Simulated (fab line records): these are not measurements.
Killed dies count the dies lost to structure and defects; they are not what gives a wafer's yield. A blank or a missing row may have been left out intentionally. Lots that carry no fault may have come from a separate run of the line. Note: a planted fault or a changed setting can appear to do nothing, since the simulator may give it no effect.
Struck lot and sound lot, side by side :: flow sky130 :: 16 out of 708 route steps
Sound: wafers L102.1, L102.3, L102.5. Wafers L112.1, L112.3, L112.5 were the ones struck. At the end, the cause is stated.
Order at every step that has rows: each side's tool, ch and its chambers, its first start. Under that, the readings that differ: sound wafers :: struck wafers :: difference of the means :: sigmas: that difference in standard deviations of wafers without a fault.
alike: words and numbers the same on both sides, and readings whose means are apart by under 2 such deviations; not compared: readings that were withheld, readings missing a value for some wafer, numbers with overlapping values and no deviation given by the record, and bounds like >300 which may hide the same value.
Wherever a step has rows on one side only, a row that says differs or no value, or a row with sigmas, the two part there. Numbers that have no deviation but don't overlap get no sigmas and don't part them. Lack of a reading on every wafer of one side parts them only where that side has two or more wafers.

first, 3 steps without rows for these wafers: SKY_METAL2_EXPOSE_12 (exposes mask MM2, target cd 140 nm); SKY_METAL2_PEB_13; SKY_METAL2_DEVELOP_14 (develop time 60 s).
SKY_METAL2_CD_MEAS_15: the cd target is 140 nm.
  sound on cdSem-02 at day 35 14:52; struck on cdSem-02 at day 38 21:25
  alike: cdNm
SKY_METAL2_OVL_MEAS_16:
  sound on overlay-01 at day 35 14:59; struck on overlay-01 at day 38 21:32
  alike: METAL2_OVL
SKY_METAL2_DESCUM_17: chemistry O2, time 8 s.
  sound on rieMetal-02 ch 0,1, day 35 15:02; struck on rieMetal-04 ch 0,1, day 38 21:35
  alike: drypumpMotorCurrentA, oesProductAu
  not compared: rfHoursCounterH
SKY_METAL2_ETCH_18: etches BARC in N2/H2, stops on SiO2, time 45.9 s, target depth 60 nm.
  sound on rieMetal-02 ch 0,1, day 35 15:04; struck on rieMetal-04 ch 0,1, day 38 21:37
  alike: drypumpMotorCurrentA, n2FlowSccm, oesProductAu, throttleValvePct
  not compared: rfHoursCounterH
SKY_METAL2_METAL_ETCH_19: etches the open film in Cl2/BCl3, stops on SiO2, target depth 360 nm, time 78 s.
  sound on rieMetal-02 ch 0,1, day 35 15:08; struck on rieMetal-04 ch 0,1, day 38 21:40
  alike: drypumpMotorCurrentA, oesProductAu, throttleValvePct
  not compared: rfHoursCounterH
SKY_METAL2_STRIP_20: strips in O2/N2.
  sound on plasmaAsher-02 ch 0,1, day 35 15:13; struck on plasmaAsher-03 ch 0,1, day 38 21:46
  alike: drypumpMotorCurrentA, n2FlowSccm, o2FlowSccm, oesProductAu, stripTimeToEndpointS
  not compared: rfHoursCounterH
then, 3 steps without rows for these wafers: SKY_METAL2_STRIP_21 (strips in post etch residue remover, time 1200 s); SKY_METAL2_CLEAN_22 (cleans in IPA, time 180 s); SKY_METAL2_CLEAN_23 (cleans in O3/DIW).
SKY_VIA2_HDPCVD_00: deposits SiO2, target thk 1180 nm, time 196.7 s.
  sound on hdpcvd-02 ch 0,2, day 35 15:51; struck on hdpcvd-01 ch 1,2, day 38 22:21
reading: sih4FlowSccm (sccm)
sound: 59.78 60.11 59.91
struck: 90.09 89.80 90.14
difference: +30.08
sigmas: +99 or more

reading: model.SiO2_of_VIA2_HDPCVD_00.thkNm (nm)
sound: 1181 1193 1175
struck: 1779 1791 1780
difference: +600
sigmas: 
SKY_VIA2_THK_MEAS_01:
  sound on filmMetro-01 at day 35 15:58; struck on filmMetro-04 at day 38 22:43
reading: VIA2_HDPCVD_THK (nm)
sound: 1181 1192 1174
struck: 1778 1791 1778
difference: +600
sigmas: +43
  not compared: hold
SKY_VIA2_CMP_02: polishes SiO2.
  sound on cmp-02 ch 0,1,2, day 35 16:02; struck on cmp-02 ch 1,2,3, day 38 23:35
reading: hold
sound: - - -
struck: awaitDispo/0.8h/release awaitDispo/0.8h/release awaitDispo/0.8h/release
difference: no value on the sound wafers
sigmas: 
  alike: motorCurrentA, slurryFlowMlMin
-- the record jumps here: 10 days lie between the struck wafers' starts before and after (it left off in module VIA2 and takes up again in module PAD_OPEN, whose first step shown is number 708 of the route) --
SKY_PAD_OPEN_PROBE_99:
  sound on prober-02 at day 46 04:20; struck on prober-02 at day 48 16:01
  alike: defectLimitedYield, killed_at_M0_to_M3, killed_at_M4_up, killedAtContacts, killedAtFrontEnd, killedAtOther, killedDies, killedOnRim, killedOpen, killedShort, sort_bin_3_pad_short, sort_bin_5_function, sort_bin_6_memory, sortNPass, sortYieldPct

## WHERE THEY PART
At SKY_VIA2_HDPCVD_00 first; at SKY_VIA2_CMP_02 last (within this record only). Later steps at which nothing parts them and some readings are alike: SKY_PAD_OPEN_PROBE_99.

WHY: whatever the simulator had introduced
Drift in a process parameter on hdpcvd-01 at SKY_VIA2_HDPCVD_00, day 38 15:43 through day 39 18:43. The setting sih4FlowSccm was moved by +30, starting from 60. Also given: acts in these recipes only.
